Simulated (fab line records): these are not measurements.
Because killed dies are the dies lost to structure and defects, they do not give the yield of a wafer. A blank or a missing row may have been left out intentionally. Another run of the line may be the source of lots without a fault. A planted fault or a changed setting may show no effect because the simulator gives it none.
Which of the tools did it? || flow gf180mcu || 36 wafers from 12 lots sampled at 5 of the route's 602 steps

## WHAT THE GAUGES SHOWED, per wafer
GF_V3_THK_MEAS_25: measures by xrf.
{"lot": "L565", "measured": "day 23 15:56", "on": "filmMetro-04", "V3_W_THK (nm)": "355 354 353"}
{"lot": "L566", "measured": "day 23 22:12", "on": "filmMetro-03", "V3_W_THK (nm)": "349 347 348"}
{"lot": "L567", "measured": "day 24 08:40", "on": "filmMetro-03", "V3_W_THK (nm)": "350 353 352"}
{"lot": "L569", "measured": "day 25 05:40", "on": "filmMetro-02", "V3_W_THK (nm)": "351 351 353"}
{"lot": "L570", "measured": "day 25 12:08", "on": "filmMetro-02", "V3_W_THK (nm)": "350 355 348"}
{"lot": "L572", "measured": "day 26 05:32", "on": "filmMetro-02", "V3_W_THK (nm)": "356 355 355"}
{"lot": "L573", "measured": "day 26 06:07", "on": "filmMetro-04", "V3_W_THK (nm)": "349 349 353"}
{"lot": "L575", "measured": "day 27 01:05", "on": "filmMetro-02", "V3_W_THK (nm)": "352 349 353"}
{"lot": "L580", "measured": "day 28 10:02", "on": "filmMetro-04", "V3_W_THK (nm)": "346 351 356"}
{"lot": "L583", "measured": "day 29 04:20", "on": "filmMetro-02", "V3_W_THK (nm)": "352 354 348"}
{"lot": "L584", "measured": "day 29 10:45", "on": "filmMetro-02", "V3_W_THK (nm)": "351 354 356"}
{"lot": "L585", "measured": "day 29 17:56", "on": "filmMetro-02", "V3_W_THK (nm)": "349 349 356"}

GF_MIM_THK_MEAS_06.
{"lot": "L565", "measured": "day 25 15:28", "on": "filmMetro-01", "MIM_CVD_05_THK (nm)": "41.0 41.7 41.5"}
{"lot": "L566", "measured": "day 25 21:29", "on": "filmMetro-02", "MIM_CVD_05_THK (nm)": "41.8 42.1 42.3"}
{"lot": "L567", "measured": "day 26 07:11", "on": "filmMetro-04", "MIM_CVD_05_THK (nm)": "41.6 41.5 41.5"}
{"lot": "L569", "measured": "day 27 03:04", "on": "filmMetro-02", "MIM_CVD_05_THK (nm)": "41.5 41.8 41.6"}
{"lot": "L570", "measured": "day 27 10:22", "on": "filmMetro-01", "MIM_CVD_05_THK (nm)": "41.9 42.3 42.7"}
{"lot": "L572", "measured": "day 28 01:18", "on": "filmMetro-02", "MIM_CVD_05_THK (nm)": "45.5 45.8 40.9"}
{"lot": "L573", "measured": "day 28 02:51", "on": "filmMetro-02", "MIM_CVD_05_THK (nm)": "41.2 41.4 42.3"}
{"lot": "L575", "measured": "day 28 19:58", "on": "filmMetro-01", "MIM_CVD_05_THK (nm)": "46.4 41.8 46.9"}
{"lot": "L580", "measured": "day 30 03:08", "on": "filmMetro-02", "MIM_CVD_05_THK (nm)": "41.9 42.7 42.0"}
{"lot": "L583", "measured": "day 30 21:17", "on": "filmMetro-02", "MIM_CVD_05_THK (nm)": "40.9 41.3 41.4"}
{"lot": "L584", "measured": "day 31 03:28", "on": "filmMetro-04", "MIM_CVD_05_THK (nm)": "41.0 42.1 42.1"}
{"lot": "L585", "measured": "day 31 10:19", "on": "filmMetro-01", "MIM_CVD_05_THK (nm)": "42.2 43.0 42.3"}

## WHAT TOOL EACH LOT RAN ON (gives the tool, then ch and the chambers of the sampled wafers, and finally the start)
{"lot": "L565", "GF_M3_STRIP_17": "plasmaAsher-04 ch 0,1, day 22 15:09", "GF_MIM_SPUTTER_01": "pvdSputter-04, day 25 15:19", "GF_MIM_CVD_05": "pecvd-03 ch 0,1, day 25 15:26"}
{"lot": "L566", "GF_M3_STRIP_17": "plasmaAsher-03 ch 0,1, day 22 21:00", "GF_MIM_SPUTTER_01": "pvdSputter-01, day 25 21:20", "GF_MIM_CVD_05": "pecvd-01 ch 1,2, day 25 21:27"}
{"lot": "L567", "GF_M3_STRIP_17": "plasmaAsher-02 ch 0,1, day 23 07:56", "GF_MIM_SPUTTER_01": "pvdSputter-01, day 26 07:01", "GF_MIM_CVD_05": "pecvd-01 ch 0,1,2, day 26 07:09"}
{"lot": "L569", "GF_M3_STRIP_17": "plasmaAsher-03 ch 0,1, day 24 05:35", "GF_MIM_SPUTTER_01": "pvdSputter-03, day 27 02:55", "GF_MIM_CVD_05": "pecvd-04 ch 0,2, day 27 03:02"}
{"lot": "L570", "GF_M3_STRIP_17": "plasmaAsher-02 ch 0,1, day 24 11:51", "GF_MIM_SPUTTER_01": "pvdSputter-01, day 27 10:10", "GF_MIM_CVD_05": "pecvd-04 ch 0,1, day 27 10:17"}
{"lot": "L572", "GF_M3_STRIP_17": "plasmaAsher-03 ch 0,1, day 25 05:18", "GF_MIM_SPUTTER_01": "pvdSputter-03, day 28 01:09", "GF_MIM_CVD_05": "pecvd-04 ch 0,1,2, day 28 01:16"}
{"lot": "L573", "GF_M3_STRIP_17": "plasmaAsher-02 ch 0,1, day 25 06:46", "GF_MIM_SPUTTER_01": "pvdSputter-03, day 28 02:42", "GF_MIM_CVD_05": "pecvd-01 ch 0,1,2, day 28 02:49"}
{"lot": "L575", "GF_M3_STRIP_17": "plasmaAsher-04 ch 0,1, day 26 02:10", "GF_MIM_SPUTTER_01": "pvdSputter-03, day 28 19:49", "GF_MIM_CVD_05": "pecvd-04 ch 0,1, day 28 19:56"}
{"lot": "L580", "GF_M3_STRIP_17": "plasmaAsher-02 ch 0,1, day 27 12:45", "GF_MIM_SPUTTER_01": "pvdSputter-03, day 30 02:59", "GF_MIM_CVD_05": "pecvd-03 ch 0,1,2, day 30 03:06"}
{"lot": "L583", "GF_M3_STRIP_17": "plasmaAsher-04 ch 0,1, day 28 06:54", "GF_MIM_SPUTTER_01": "pvdSputter-03, day 30 21:07", "GF_MIM_CVD_05": "pecvd-01 ch 1,2, day 30 21:14"}
{"lot": "L584", "GF_M3_STRIP_17": "plasmaAsher-03 ch 0,1, day 28 13:31", "GF_MIM_SPUTTER_01": "pvdSputter-01, day 31 03:18", "GF_MIM_CVD_05": "pecvd-01 ch 0,1, day 31 03:26"}
{"lot": "L585", "GF_M3_STRIP_17": "plasmaAsher-04 ch 0,1, day 28 19:43", "GF_MIM_SPUTTER_01": "pvdSputter-04, day 31 10:10", "GF_MIM_CVD_05": "pecvd-04 ch 0,2, day 31 10:17"}
- GF_M3_STRIP_17: strips in O2/N2.
- GF_MIM_SPUTTER_01: material TiN, target thk 30 nm, time 25 s.
- GF_MIM_CVD_05: deposits Si3N4, target thk 42 nm, time 29.086 s.

## WHAT THE TOOLS THEMSELVES READ (means of the sampled wafers that have a number; where no wafer has one, the mark that the record gives instead)
GF_M3_STRIP_17.
{"lot": "L565", "tool": "plasmaAsher-04", "drypumpMotorCurrentA (A)": 6.0, "heaterPowerW (W)": 331, "oesProductAu (a.u.)": 0.544, "stripTimeToEndpointS (s)": 7.43}
{"lot": "L566", "tool": "plasmaAsher-03", "drypumpMotorCurrentA (A)": 5.7, "heaterPowerW (W)": 356, "oesProductAu (a.u.)": 0.535, "stripTimeToEndpointS (s)": 7.38}
{"lot": "L567", "tool": "plasmaAsher-02", "drypumpMotorCurrentA (A)": 5.6, "heaterPowerW (W)": 367, "oesProductAu (a.u.)": 0.541, "stripTimeToEndpointS (s)": 7.44}
{"lot": "L569", "tool": "plasmaAsher-03", "drypumpMotorCurrentA (A)": 5.8, "heaterPowerW (W)": 357, "oesProductAu (a.u.)": 0.538, "stripTimeToEndpointS (s)": 7.38}
{"lot": "L570", "tool": "plasmaAsher-02", "drypumpMotorCurrentA (A)": 5.7, "heaterPowerW (W)": 330, "oesProductAu (a.u.)": 0.538, "stripTimeToEndpointS (s)": 7.42}
{"lot": "L572", "tool": "plasmaAsher-03", "drypumpMotorCurrentA (A)": 5.8, "heaterPowerW (W)": 362, "oesProductAu (a.u.)": 0.536, "stripTimeToEndpointS (s)": 7.38}
{"lot": "L573", "tool": "plasmaAsher-02", "drypumpMotorCurrentA (A)": 5.7, "heaterPowerW (W)": 328, "oesProductAu (a.u.)": 0.539, "stripTimeToEndpointS (s)": 7.43}
{"lot": "L575", "tool": "plasmaAsher-04", "drypumpMotorCurrentA (A)": 6.1, "heaterPowerW (W)": 331, "oesProductAu (a.u.)": 0.540, "stripTimeToEndpointS (s)": 7.46}
{"lot": "L580", "tool": "plasmaAsher-02", "drypumpMotorCurrentA (A)": 5.6, "heaterPowerW (W)": 376, "oesProductAu (a.u.)": 0.541, "stripTimeToEndpointS (s)": 7.40}
{"lot": "L583", "tool": "plasmaAsher-04", "drypumpMotorCurrentA (A)": 6.3, "heaterPowerW (W)": 324, "oesProductAu (a.u.)": 0.540, "stripTimeToEndpointS (s)": 7.36}
{"lot": "L584", "tool": "plasmaAsher-03", "drypumpMotorCurrentA (A)": 5.5, "heaterPowerW (W)": 348, "oesProductAu (a.u.)": 0.535, "stripTimeToEndpointS (s)": 7.35}
{"lot": "L585", "tool": "plasmaAsher-04", "drypumpMotorCurrentA (A)": 6.3, "heaterPowerW (W)": 326, "oesProductAu (a.u.)": 0.540, "stripTimeToEndpointS (s)": 7.38}

GF_MIM_SPUTTER_01.
{"lot": "L565", "tool": "pvdSputter-04", "throttleValvePct (%)": 29.7}
{"lot": "L566", "tool": "pvdSputter-01", "throttleValvePct (%)": 31.3}
{"lot": "L567", "tool": "pvdSputter-01", "throttleValvePct (%)": 30.7}
{"lot": "L569", "tool": "pvdSputter-03", "throttleValvePct (%)": 31.0}
{"lot": "L570", "tool": "pvdSputter-01", "throttleValvePct (%)": 30.0}
{"lot": "L572", "tool": "pvdSputter-03", "throttleValvePct (%)": 30.7}
{"lot": "L573", "tool": "pvdSputter-03", "throttleValvePct (%)": 30.1}
{"lot": "L575", "tool": "pvdSputter-03", "throttleValvePct (%)": 30.0}
{"lot": "L580", "tool": "pvdSputter-03", "throttleValvePct (%)": 30.1}
{"lot": "L583", "tool": "pvdSputter-03", "throttleValvePct (%)": 30.6}
{"lot": "L584", "tool": "pvdSputter-01", "throttleValvePct (%)": 30.4}
{"lot": "L585", "tool": "pvdSputter-04", "throttleValvePct (%)": 29.4}

GF_MIM_CVD_05.
{"lot": "L565", "tool": "pecvd-03", "heaterPowerW (W)": 604}
{"lot": "L566", "tool": "pecvd-01", "heaterPowerW (W)": 643}
{"lot": "L567", "tool": "pecvd-01", "heaterPowerW (W)": 707}
{"lot": "L569", "tool": "pecvd-04", "heaterPowerW (W)": 599}
{"lot": "L570", "tool": "pecvd-04", "heaterPowerW (W)": 620}
{"lot": "L572", "tool": "pecvd-04", "heaterPowerW (W)": 669}
{"lot": "L573", "tool": "pecvd-01", "heaterPowerW (W)": 672}
{"lot": "L575", "tool": "pecvd-04", "heaterPowerW (W)": 592}
{"lot": "L580", "tool": "pecvd-03", "heaterPowerW (W)": 621}
{"lot": "L583", "tool": "pecvd-01", "heaterPowerW (W)": 823}
{"lot": "L584", "tool": "pecvd-01", "heaterPowerW (W)": 870}
{"lot": "L585", "tool": "pecvd-04", "heaterPowerW (W)": 709}

## THE ANSWER, worked out from the rows above alone
Rule: the lots themselves supply what counts as usual. Put in order of their means at a reading, lots are off if they are a third of the lots or fewer, leave a main group of 4 or more, and stand apart from it by a gap of 3 or more times the standard deviation of the main group's means; of several such gaps the widest counts. If all means in a main group match to the digits the tables above print for the reading, that group is not used. A lot without any number at a reading at which 4 lots or more have one is off too. The other lots that the step has rows for count as sound. The gauges are gone through in route order, then the tools' own readings, and for those a lot's mean is taken as printed above. The first step at which some lot is off is used, and at that step the reading that is off furthest; a lot without a number counts as furthest.
Off: L572, L575, at GF_MIM_THK_MEAS_06 (MIM_CVD_05_THK). The main group: mean 41.8 nm, standard deviation 0.4.
A tool fits if, at a process step before that reading, it ran every lot that is off, and no sound lot after the first of them. Gauges at GF_MIM_THK_MEAS_06: tried the same way as those tools. No candidate that was tried fits.

## WHAT WAS PUT IN BY THE SIMULATOR
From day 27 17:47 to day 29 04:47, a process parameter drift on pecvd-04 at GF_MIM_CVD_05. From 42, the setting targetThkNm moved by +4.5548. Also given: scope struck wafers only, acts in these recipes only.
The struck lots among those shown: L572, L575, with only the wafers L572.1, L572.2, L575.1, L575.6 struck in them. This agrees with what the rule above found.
